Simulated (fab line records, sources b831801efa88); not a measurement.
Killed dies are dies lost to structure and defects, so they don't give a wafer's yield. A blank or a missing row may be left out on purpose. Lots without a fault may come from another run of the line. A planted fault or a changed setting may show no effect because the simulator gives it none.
fab line records | flow sfq_line
record lots=5 wafers=15 last_day=91
route steps=325 shown I4@176 JJ@178 M5@198 A5B@209 R5@212 M8@325
lots that met no fault: from a run of the same line without faults
start_h: hours from the record's first day to the start of the lot's first wafer shown | wait_h: hours since the lot's step before | " the same as in the row above | L1.1+2: a row that stands for several wafers | - no value, or no start given | * or withheld: withheld | < > ~ a bound
route shown NAME@n: a module of which the file shows steps, and the number in the route of the first | usual: mean/standard deviation of fault-free wafers | same: alike in all rows | chamber/n: place in a boat | sites: the reading at each site | _std_site: their standard deviation | _edge_site: outer sites' mean less inner sites' | radius_mm: how far each site lies from the wafer's centre | mask NAME#n: copy n | behind: the tool/chamber that last shaped the wafer | hold: why the lot was held/for how many hours/how that ended | device: the transistor (n, p or np) that didn't switch | end of line: the same wafers' tests at the end of the route | a step without rows: its recipe alone | killed: dies lost to structure and defects at the first sort, not the wafer's yield | map: a wafer's dies, x killed, . not, _ none there
set.NAME: the setting as run; set.NAME@STEP: as run at that earlier step | model.NAME: the simulator's own value behind a step, which no gauge read
lots at some steps of the route; a table a step, a row a wafer
services: from which hour (start_h, from the record's first day; less than 0 if before it) a tool's chamber was out of use, for how many hours, and why
## steps
# step SFQ_TRILAYER_I4_VIA_STRIP_STRIP_107
# recipe gas=O2 power_w=200 platen_temp_c=40 overash_fraction=0.65 chemistry=O2 pressure_mtorr=50
# step SFQ_TRILAYER_I4_VIA_STRIP_SOLV_CLEAN_108
# recipe chemistry=NMP temp_c=70 time_s=600
# step SFQ_TRILAYER_JJ_TRILAYER_DEP_PRE_CLEAN_113
# recipe gas=Ar time_s=22.5 bias_v=250
# step SFQ_TRILAYER_JJ_TRILAYER_DEP_SPUTTER_109
# recipe material=Nb base_pressure_pa=1.33e-06 chamber_pressure_pa=0.1333 substrate_temp_c=20 target_thk_nm=150 power_w=2000 time_s=100
# usual throttle_valve_pct=29.2/0.65
# columns lot.wafer tool chamber start_h wait_h throttle_valve_pct
L666.1 pvd_sputter-06 - 1206.05 0.0 29.6
L666.3 " - " " 28.9
L666.4 " - " " 29.3
L672.3 pvd_sputter-06 - 1249.42 0.0 29.6
L672.4 " - " " 28.8
L672.5 " - " " 28.7
L681.2 pvd_sputter-06 - 1310.32 0.0 28.9
L681.4 " - " " 29.8
L681.5 " - " " 28.7
L684.1 pvd_sputter-03 - 1349.15 0.0 29.2
L684.4 " - " " 29.5
L684.5 " - " " 29.6
L686.3 pvd_sputter-04 - 1371.77 0.0 30.1
L686.5 " - " " 28.8
L686.6 " - " " 29.8
# step SFQ_TRILAYER_JJ_TRILAYER_DEP_SPUTTER_110
# recipe material=Al base_pressure_pa=1.33e-06 target_thk_nm=8 power_w=500 time_s=10 chamber_pressure_pa=0.4
# step SFQ_TRILAYER_JJ_TRILAYER_DEP_AL_OXIDATION_111
# recipe pressure_mbar=0.014667 oxidation_time_s=600 temperature_k=293
# step SFQ_TRILAYER_JJ_TRILAYER_DEP_SPUTTER_112
# recipe material=Nb base_pressure_pa=1.33e-06 chamber_pressure_pa=0.1333 substrate_temp_c=20 target_thk_nm=170 power_w=2000 time_s=113.3
# usual throttle_valve_pct=29.2/0.68
# columns lot.wafer tool chamber start_h wait_h throttle_valve_pct
L666.1 pvd_sputter-06 - 1207.14 0.5 29.8
L666.3 " - " " 28.9
L666.4 " - " " 29.4
L672.3 pvd_sputter-06 - 1250.51 0.5 29.7
L672.4 " - " " 28.5
L672.5 " - " " 28.7
L681.2 pvd_sputter-06 - 1311.42 0.5 28.5
L681.4 " - " " 29.6
L681.5 " - " " 28.5
L684.1 pvd_sputter-03 - 1350.24 0.5 29.3
L684.4 " - " " 29.7
L684.5 " - " " 29.6
L686.3 pvd_sputter-04 - 1372.87 0.5 30.2
L686.5 " - " " 28.7
L686.6 " - " " 29.6
# step SFQ_JJ_RS_MEAS_929
# recipe thk_meas_gauge=four-point-probe reads=Nb_of_TRILAYER_JJ_TRILAYER_DEP_SPUTTER_112
# usual JJ_NB_RS=1.050/0.01
# columns lot.wafer tool chamber start_h wait_h JJ_NB_RS[ohm/sq]
L666.1 film_metro-01 - 1207.22 0.0 1.060
L666.3 " - " " 1.048
L666.4 " - " " 1.040
L672.3 film_metro-01 - 1250.63 0.1 1.046
L672.4 " - " " 1.050
L672.5 " - " " 1.044
L681.2 film_metro-04 - 1311.52 0.1 1.043
L681.4 " - " " 1.051
L681.5 " - " " 1.051
L684.1 film_metro-04 - 1350.32 0.0 1.051
L684.4 " - " " 1.068
L684.5 " - " " 1.064
L686.3 film_metro-01 - 1372.99 0.1 1.039
L686.5 " - " " 1.031
L686.6 " - " " 1.055
# step SFQ_TRILAYER_JJ_CE_LITHO_COAT_119
# recipe resist=BARC spin_rpm=3000 resist_thk_nm=62
# step SFQ_TRILAYER_JJ_CE_LITHO_COAT_114
# recipe resist=KrF spin_rpm=3000 resist_thk_nm=600
# step SFQ_TRILAYER_JJ_CE_LITHO_SOFTBAKE_118
# recipe temp_c=withheld time_s=withheld resist=KrF
# step SFQ_TRILAYER_JJ_CE_LITHO_EXPOSE_115
# recipe mask_id=J5 na=0.6 source_shape=conventional sigma_outer=0.65 target_cd_nm=700 dose_mj=14.4
# columns lot.wafer tool chamber start_h wait_h mask
L666.1+3+4 krf_scanner-01 0 1208.15 - J5#0
L672.3+4+5 krf_scanner-01 0 1251.92 - J5#0
L681.2+4+5 krf_scanner-01 0 1469.25 - J5#0
L684.1+4+5 krf_scanner-02 0 1502.77 - J5#0
L686.3+5+6 krf_scanner-02 0 1523.57 - J5#0
# step SFQ_TRILAYER_JJ_CE_LITHO_PEB_117
# recipe peb_temp_c=115 peb_time_s=60 resist=KrF
# step SFQ_TRILAYER_JJ_CE_LITHO_DEVELOP_116
# recipe time_s=60 resist=KrF
# step SFQ_JJ_OVL_MEAS_931
# usual J5_OVL=0/4.4
# columns lot.wafer tool chamber start_h wait_h J5_OVL[nm]
L666.1 overlay-01 - 1209.65 0.1 4
L666.3 " - " " -5
L666.4 " - " " -1
L672.3 overlay-01 - 1253.04 0.1 7
L672.4 " - " " 3
L672.5 " - " " 4
L681.2 overlay-02 - 1470.55 0.1 11
L681.4 " - " " 9
L681.5 " - " " 5
L684.1 overlay-01 - 1504.27 0.1 1
L684.4 " - " " -1
L684.5 " - " " -4
L686.3 overlay-01 - 1524.68 0.1 -1
L686.5 " - " " -8
L686.6 " - " " -3
# step SFQ_TRILAYER_JJ_CE_METRO_MEASURE_117
# usual cd_nm=699.8/1.2
# columns lot.wafer tool chamber start_h wait_h cd_nm
L666.1 cd_sem-02 - 1209.69 0.0 700.3
L666.3 " - " " 700.3
L666.4 " - " " 700.7
L672.3 cd_sem-02 - 1253.46 0.4 698.0
L672.4 " - " " 698.0
L672.5 " - " " 697.7
L681.2 cd_sem-01 - 1470.78 0.2 693.5
L681.4 " - " " 698.1
L681.5 " - " " 698.7
L684.1 cd_sem-02 - 1504.31 0.0 699.9
L684.4 " - " " 699.7
L684.5 " - " " 700.7
L686.3 cd_sem-02 - 1525.11 0.4 699.6
L686.5 " - " " 700.3
L686.6 " - " " 699.8
# step SFQ_TRILAYER_JJ_CE_BARC_OPEN_RIE_150
# recipe mask_material=PR chemistry=O2 target_depth_nm=240 target=BARC icp_w=600 bias_w=80 pressure_mtorr=10 time_s=80
# usual drypump_motor_current_A=5.4/0.49 oes_product_au=0.538/0.0041
# columns lot.wafer tool chamber start_h wait_h drypump_motor_current_A oes_product_au rf_hours_counter_h model.JJ.cd_nm
L666.1 rie_metal-04 0 1210.89 1.0 5.0 0.539 36 697.7
L666.3 " 0 " " 5.0 0.535 - 697.3
L666.4 " 1 " " 6.2 0.537 - 698.5
L672.3 rie_metal-01 0 1254.29 0.6 5.8 0.534 - 699.5
L672.4 " 1 " " 5.0 0.535 - 697.6
L672.5 " 0 " " 5.9 0.532 - 698.1
L681.2 rie_metal-04 0 1471.78 0.8 5.0 0.534 62 691.8
L681.4 " 1 " " 6.2 0.534 - 695.3
L681.5 " 1 " " 6.2 0.539 - 696.1
L684.1 rie_metal-02 1 1505.51 1.0 4.8 0.536 54 699.1
L684.4 " 0 " " 5.8 0.537 - 700.6
L684.5 " 1 " " 4.8 0.540 - 699.9
L686.3 rie_metal-01 0 1525.94 0.6 5.8 0.541 - 702.9
L686.5 " 1 " " 5.0 0.531 - 699.7
L686.6 " 0 " " 5.8 0.546 - 700.2
# step SFQ_TRILAYER_JJ_CE_ETCH_RIE_118
# recipe target=Nb stop_on=Al2O3 mask_material=PR taper_deg=13.257 over_etch_frac=0.15 time_s=97.7 chemistry=SF6 target_depth_nm=170 icp_w=600 bias_w=80 pressure_mtorr=10
# usual drypump_motor_current_A=5.4/0.49 oes_product_au=0.987/0.0073
# columns lot.wafer tool chamber start_h wait_h drypump_motor_current_A oes_product_au rf_hours_counter_h model.JJ.cd_nm
L666.1 rie_metal-04 0 1210.98 0.1 5.0 0.981 36 699.3
L666.3 " 0 " " 5.1 0.994 - 698.9
L666.4 " 1 " " 6.2 0.981 - 698
L672.3 rie_metal-01 0 1254.39 0.1 5.8 0.991 - 701.1
L672.4 " 1 " " 5.0 0.991 - 698.1
L672.5 " 0 " " 5.8 0.981 - 699.2
L681.2 rie_metal-04 0 1471.87 0.1 5.0 1.002 62 694.3
L681.4 " 1 " " 6.2 0.981 - 696.6
L681.5 " 1 " " 6.2 0.984 - 697.1
L684.1 rie_metal-02 1 1505.60 0.1 4.8 0.975 54 698.4
L684.4 " 0 " " 5.8 0.988 - 700.4
L684.5 " 1 " " 4.8 0.980 - 699.6
L686.3 rie_metal-01 0 1526.03 0.1 5.8 0.988 - 703.9
L686.5 " 1 " " 5.0 0.984 - 700.8
L686.6 " 0 " " 5.9 0.984 - 700.4
# step SFQ_TRILAYER_JJ_ANODIZE_ANODIZE_119
# recipe current_density_ma_cm2=withheld end_current_density_ma_cm2=withheld bath_temp_c=withheld
# step SFQ_TRILAYER_JJ_CE_STRIP_STRIP_120
# recipe gas=O2 power_w=200 platen_temp_c=40 overash_fraction=0.65 chemistry=O2 pressure_mtorr=50
# step SFQ_TRILAYER_JJ_CE_STRIP_SOLV_CLEAN_121
# recipe chemistry=NMP temp_c=70 time_s=600
# step SFQ_TRILAYER_M5_LITHO_COAT_128
# recipe resist=BARC spin_rpm=3000 resist_thk_nm=62
# step SFQ_TRILAYER_M5_LITHO_COAT_123
# recipe resist=KrF spin_rpm=3000 resist_thk_nm=600
# step SFQ_TRILAYER_M5_LITHO_SOFTBAKE_127
# recipe temp_c=withheld time_s=withheld resist=KrF
# step SFQ_TRILAYER_M5_LITHO_EXPOSE_124
# recipe mask_id=M5 na=0.6 source_shape=conventional sigma_outer=0.65 target_cd_nm=700 dose_mj=14.4
# step SFQ_TRILAYER_M5_LITHO_PEB_126
# recipe peb_temp_c=115 peb_time_s=60 resist=KrF
# step SFQ_TRILAYER_M5_LITHO_DEVELOP_125
# recipe time_s=60 resist=KrF
# step SFQ_M5_OVL_MEAS_932
# usual M5_OVL=-2/5.8
# columns lot.wafer tool chamber start_h wait_h M5_OVL[nm]
L666.1 overlay-02 - 1356.38 0.1 -7
L666.3 " - " " -2
L666.4 " - " " -5
L672.3 overlay-01 - 1404.39 0.1 -10
L672.4 " - " " -8
L672.5 " - " " -3
L681.2 overlay-01 - 1475.64 0.1 6
L681.4 " - " " 0
L681.5 " - " " -1
L684.1 overlay-01 - 1639.12 0.1 -2
L684.4 " - " " 2
L684.5 " - " " -1
L686.3 overlay-01 - 1667.01 0.1 2
L686.5 " - " " 2
L686.6 " - " " 2
# step SFQ_TRILAYER_M5_BARC_OPEN_METAL_ETCH_161
# recipe mask_material=PR chemistry=O2 target_depth_nm=125 target=BARC icp_w=600 bias_w=80 pressure_mtorr=10 time_s=41.7
# step SFQ_TRILAYER_M5_ETCH_METAL_ETCH_126
# recipe target=Nb stop_on=SiO2 mask_material=PR over_etch_frac=0.15 time_s=203.2 chemistry=Cl2/BCl3 target_depth_nm=265 icp_w=600 bias_w=80 pressure_mtorr=10
# usual drypump_motor_current_A=5.3/0.42 oes_product_au=0.728/0.0056
# columns lot.wafer tool chamber start_h wait_h drypump_motor_current_A oes_product_au rf_hours_counter_h
L666.1 rie_metal-01 1 1356.48 0.0 5.0 0.720 40
L666.3 " 1 " " 5.0 0.729 -
L666.4 " 0 " " 5.8 0.730 -
L672.3 rie_metal-03 0 1404.54 0.1 5.6 0.738 -
L672.4 " 1 " " 4.9 0.739 -
L672.5 " 1 " " 4.9 0.729 -
L681.2 rie_metal-01 1 1475.73 0.0 5.0 0.727 55
L681.4 " 1 " " 5.0 0.722 -
L681.5 " 0 " " 5.8 0.738 -
L684.1 rie_metal-01 1 1639.27 0.1 5.0 0.723 80
L684.4 " 1 " " 5.0 0.729 -
L684.5 " 1 " " 5.0 0.724 -
L686.3 rie_metal-02 1 1667.28 0.2 4.8 0.730 -
L686.5 " 1 " " 4.8 0.738 -
L686.6 " 1 " " 4.8 0.728 -
# step SFQ_TRILAYER_M5_STRIP_STRIP_127
# recipe gas=O2 power_w=200 platen_temp_c=40 overash_fraction=0.65 chemistry=O2 pressure_mtorr=50
# step SFQ_TRILAYER_M5_STRIP_SOLV_CLEAN_128
# recipe chemistry=NMP temp_c=70 time_s=600
# step SFQ_TRILAYER_A5B_DEP_PECVD_129
# recipe material=SiO2 temp_c=150 time_s=133.33 pressure_torr=2.4 rf_w=183.3 precursor=SiH4/N2O target_thk_nm=600
# step SFQ_TRILAYER_A5B_CMP_CMP_130
# recipe stop_on=Nb down_force_psi=3 platen_rpm=60 target_thk_nm=340.7
# usual head_pressure_psi=3.000/0.0063 motor_current_A=10.2/1.3 platen_rpm=60.00/0.036 slurry_flow_ml_min=150.0/0.46
# columns lot.wafer tool chamber start_h wait_h head_pressure_psi motor_current_A platen_rpm slurry_flow_ml_min
L666.1 cmp-02 2 1357.55 0.0 2.992 12.1 59.99 149.8
L666.3 " 3 " " 2.999 8.5 59.97 149.6
L666.4 " 1 1359.05 1.5 2.999 9.7 60.00 150.0
L672.4 cmp-02 1 1406.08 0.5 2.993 9.0 60.02 150.4
L672.3 " 2 " " 3.001 10.9 60.01 150.2
L672.5 " 1 1408.23 2.7 3.003 9.7 60.02 150.3
L681.4 cmp-02 0 1477.29 0.5 3.001 10.2 59.96 149.9
L681.2 " 1 " " 3.001 10.2 59.97 149.6
L681.5 " 0 1479.29 2.5 3.001 10.7 59.98 149.1
L684.4 cmp-01 3 1641.58 0.4 3.008 10.2 59.99 149.4
L684.1 " 0 " " 3.001 11.6 59.99 149.9
L684.5 " 3 1643.58 2.4 3.010 10.5 60.03 150.4
L686.3 cmp-01 0 1669.51 0.5 3.004 11.7 60.01 149.4
L686.5 " 3 1671.01 2.0 3.004 10.9 60.06 150.5
L686.6 " 0 " " 3.003 12.5 60.00 149.4
# step SFQ_TRILAYER_A5B_METRO_MEASURE_131
# usual thk_nm=342/5.5
# columns lot.wafer tool chamber start_h wait_h thk_nm
L666.1 film_metro-02 - 1360.55 2.5 351
L666.3 " - " " 347
L666.4 " - " " 343
L672.3 film_metro-04 - 1409.17 2.0 348
L672.4 " - " " 342
L672.5 " - " " 335
L681.2 film_metro-03 - 1479.99 1.7 345
L681.4 " - " " 336
L681.5 " - " " 340
L684.1 film_metro-03 - 1644.58 2.0 346
L684.4 " - " " 346
L684.5 " - " " 343
L686.3 film_metro-04 - 1672.41 2.4 341
L686.5 " - " " 348
L686.6 " - " " 346
# step SFQ_TRILAYER_R5_DEP_SPUTTER_132
# recipe material=Ti base_pressure_pa=1.33e-06 target_thk_nm=5 power_w=2000 time_s=5 chamber_pressure_pa=0.4
# step SFQ_TRILAYER_R5_DEP_SPUTTER_133
# recipe material=MoNx base_pressure_pa=1.33e-06 target_thk_nm=40 power_w=1000 time_s=66.7 chamber_pressure_pa=0.4
# step SFQ_TRILAYER_R5_DEP_SPUTTER_134
# recipe material=Ti base_pressure_pa=1.33e-06 target_thk_nm=5 power_w=2000 time_s=5 chamber_pressure_pa=0.4
# step SFQ_R5_RS_MEAS_933
# recipe thk_meas_gauge=four-point-probe reads=Ti_of_TRILAYER_R5_DEP_SPUTTER_134+MoNx_of_TRILAYER_R5_DEP_SPUTTER_133+Ti_of_TRILAYER_R5_DEP_SPUTTER_132
# usual R5_MONX_RS=7.03/0.072
# columns lot.wafer tool chamber start_h wait_h R5_MONX_RS[ohm/sq]
L666.1 film_metro-04 - 1361.85 0.0 7.05
L666.3 " - " " 7.05
L666.4 " - " " 7.03
L672.3 film_metro-01 - 1410.10 0.0 7.07
L672.4 " - " " 7.00
L672.5 " - " " 7.05
L681.2 film_metro-04 - 1481.10 0.0 6.99
L681.4 " - " " 7.12
L681.5 " - " " 7.05
L684.1 film_metro-04 - 1645.87 0.0 7.00
L684.4 " - " " 6.97
L684.5 " - " " 7.01
L686.3 film_metro-03 - 1673.34 0.0 7.03
L686.5 " - " " 7.01
L686.6 " - " " 7.03
# step SFQ_R5_THK_MEAS_934
# recipe thk_meas_gauge=xrf reads=MoNx_of_TRILAYER_R5_DEP_SPUTTER_133
# usual R5_MONX_THK=39.8/0.49
# columns lot.wafer tool chamber start_h wait_h R5_MONX_THK[nm]
L666.1 film_metro-04 - 1361.97 0.1 39.9
L666.3 " - " " 39.5
L666.4 " - " " 39.6
L672.3 film_metro-01 - 1410.20 0.1 39.6
L672.4 " - " " 40.1
L672.5 " - " " 39.9
L681.2 film_metro-04 - 1481.21 0.1 39.8
L681.4 " - " " 39.3
L681.5 " - " " 39.7
L684.1 film_metro-04 - 1645.99 0.1 40.3
L684.4 " - " " 40.4
L684.5 " - " " 40.1
L686.3 film_metro-03 - 1673.44 0.1 40.0
L686.5 " - " " 40.2
L686.6 " - " " 39.8
# step SFQ_TRILAYER_R5_LITHO_COAT_141
# recipe resist=BARC spin_rpm=3000 resist_thk_nm=62
# step SFQ_M8_BOW_MEAS_951
# recipe mode=bow
# usual M8_BOW=10/9.5
# columns lot.wafer tool chamber start_h wait_h M8_BOW[um] model.etest.jj.g_times
L666.1 film_metro-02 - 2004.92 0.0 7 1
L666.3 " - " " -8 0.999
L666.4 " - " " 3 0.9966
L672.3 film_metro-01 - 2030.56 0.0 20 1.005
L672.4 " - " " 18 0.9967
L672.5 " - " " 23 0.9998
L681.2 film_metro-01 - 2177.45 0.0 17 0.9858
L681.4 " - " " 24 0.9926
L681.5 " - " " 23 0.994
L684.1 film_metro-01 - 2181.03 0.0 5 0.9976
L684.4 " - " " 5 1.003
L684.5 " - " " 11 1.001
L686.3 film_metro-03 - 2183.47 0.0 9 1.013
L686.5 " - " " 10 1.004
L686.6 " - " " 5 1.003
## services
# columns tool chamber start_h hours kind
cd_sem-02 - 1185.91 0.4 pm
pvd_sputter-06 - 1196.40 8.6 repair
cd_sem-02 - 1198.99 2.5 pm
cd_sem-02 - 1201.47 1.1 pm
rie_metal-01 - 1209.65 1.4 pm
rie_metal-01 0 1246.55 4.4 repair
rie_metal-01 - 1272.46 0.3 repair
rie_metal-04 - 1276.77 15.6 pm
cd_sem-02 - 1321.18 0.3 pm
rie_metal-04 - 1352.83 28.1 pm
cd_sem-02 - 1382.89 1.1 pm
rie_metal-04 - 1382.93 0.5 repair
cd_sem-02 - 1384.03 0.4 pm
cd_sem-02 - 1451.38 0.7 pm
cd_sem-02 - 1460.89 9.1 pm
rie_metal-04 - 1469.06 1.0 repair
rie_metal-04 1 1489.88 6.7 repair
cd_sem-02 - 1505.51 0.2 pm
rie_metal-01 - 1517.06 2.8 pm
rie_metal-01 0 1577.70 3.8 repair
pvd_sputter-06 - 1606.02 4.3 repair
rie_metal-01 0 1624.73 22.1 repair
rie_metal-01 0 1651.97 2.0 repair
pvd_sputter-06 - 1667.73 1.3 repair
## key
first_sign step=SFQ_TRILAYER_JJ_CE_METRO_MEASURE_117 reading=cd_nm direction=down sigmas=5.5 usual=699.8 struck=693.5
effect none on later readings
model_effect step=SFQ_TRILAYER_JJ_CE_BARC_OPEN_RIE_150 value=JJ.cd_nm without=696.2 struck=691.8
model_effect step=SFQ_TRILAYER_JJ_CE_ETCH_RIE_118 value=JJ.cd_nm without=698.7 struck=694.3
model_effect step=SFQ_M8_BOW_MEAS_951 value=etest.jj.g_times without=0.9985 struck=0.9858
met_at SFQ_TRILAYER_JJ_CE_LITHO_EXPOSE_115
struck_wafers L681.2
onset_between 1251.92 1469.25
fault kind=process_parameter_drift tool=krf_scanner-01 chamber=- onset_h=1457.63 steps=SFQ_TRILAYER_JJ_CE_LITHO_EXPOSE_115 channel=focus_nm offset=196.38 shape=step end_h=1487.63 scope=struck_wafers_only
